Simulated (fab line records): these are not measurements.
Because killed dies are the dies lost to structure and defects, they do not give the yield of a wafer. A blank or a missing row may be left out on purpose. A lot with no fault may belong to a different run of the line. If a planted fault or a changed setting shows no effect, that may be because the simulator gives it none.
8D (eight disciplines) problem report, filled in by code / flow gf180mcu / the parts of the form that need people (team, actions taken, sign-off) are left out

== 1. PROBLEM STATEMENT ==
bias w at GF_STI_ETCH_13 reads a mean of 162.9 W on 6 wafers of 2 lots; wafers without a fault read 200.0 W with a standard deviation of 0.62. Relative to the usual mean, that is a shift of -60 standard deviations.
The step: etches the open film in CHF3/O2, stops on Si, target depth 282.31 nm, time 112.9 s.
First observed at day 5 06:37: wafer L870.3, on rie diel-01. At this step, 39 wafers from 13 lots have a number in the record. The rule behind "out" and "out of limits": a value lying over 4 standard deviations away from the usual mean. The other wafers with a number count as sound.

== 2. WHAT IT IS; WHAT IT IS NOT ==
question=which readings at this step | is=bias w | is not=drypump motor current A, throttle valve pct
question=which lots | is=L870, L875 | is not=L855, L857, L858, L859, L861, L864, L865, L867, L868, L869, L871
question=which wafers of those lots | is=all that have a number | is not=-
question=read on which tools | is=rie diel-01 | is not=rie diel-02, rie diel-04
question=when | is=from day 5 06:37 | is not=up to then (30 sound wafers); but 3 sound wafers of L871 came after

== 3. THE SUSPECTS, EACH WITH WHAT RULES IT OUT ==
Counting: a tool stays on the suspect list if, at a process step up to the reading, it processed all lots that are out and no sound lot following the first of them.
- rie diel-01 at GF_STI_ETCH_13 (etches the open film in CHF3/O2, stops on Si, target depth 282.31 nm, time 112.9 s): kept. It processed each lot that is out, first L870 at day 5 06:37, and no sound lot thereafter; up to then, the last sound lot it processed was L868 at day 4 21:31. Out on those wafers are its own readings of bias w.
Left after counting: rie diel-01 at GF_STI_ETCH_13.

== 4. THE CAUSE (what the simulator had put in) ==
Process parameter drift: rie diel-01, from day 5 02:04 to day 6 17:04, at GF_STI_ETCH_13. A move of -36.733 in setting bias w, from 200. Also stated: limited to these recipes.
Counting left only this tool.

== 5. SEQUENCE OF EFFECTS, ordered by route ==
Each row: a reading whose mean over the struck wafers that have a number lies more than 3 standard deviations from the usual. Scope: only readings with a usual standard deviation given in the record; hours: median across lots of the time from each lot's start at the first step in this table that gives one to its start at this step; sigmas: change in usual standard deviations.
hours=0; step=GF_STI_ETCH_13; reading=bias w; usual=200.0 W; on struck wafers=162.9; change=-37.1; sigmas=-60
Its process steps:
- GF_STI_ETCH_13: etches the open film in CHF3/O2, stops on Si, target depth 282.31 nm, time 112.9 s.
Later measuring or inspecting steps at which every struck wafer that the step has a row for has a number for every such reading, and none has moved that far: GF_STI_THK_MEAS_24.

== 6. HOW IT WOULD HAVE BEEN CAUGHT EARLIER ==
In this record no reading fell out of limits until day 5 06:37, 5 hours after the fault had begun at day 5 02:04.
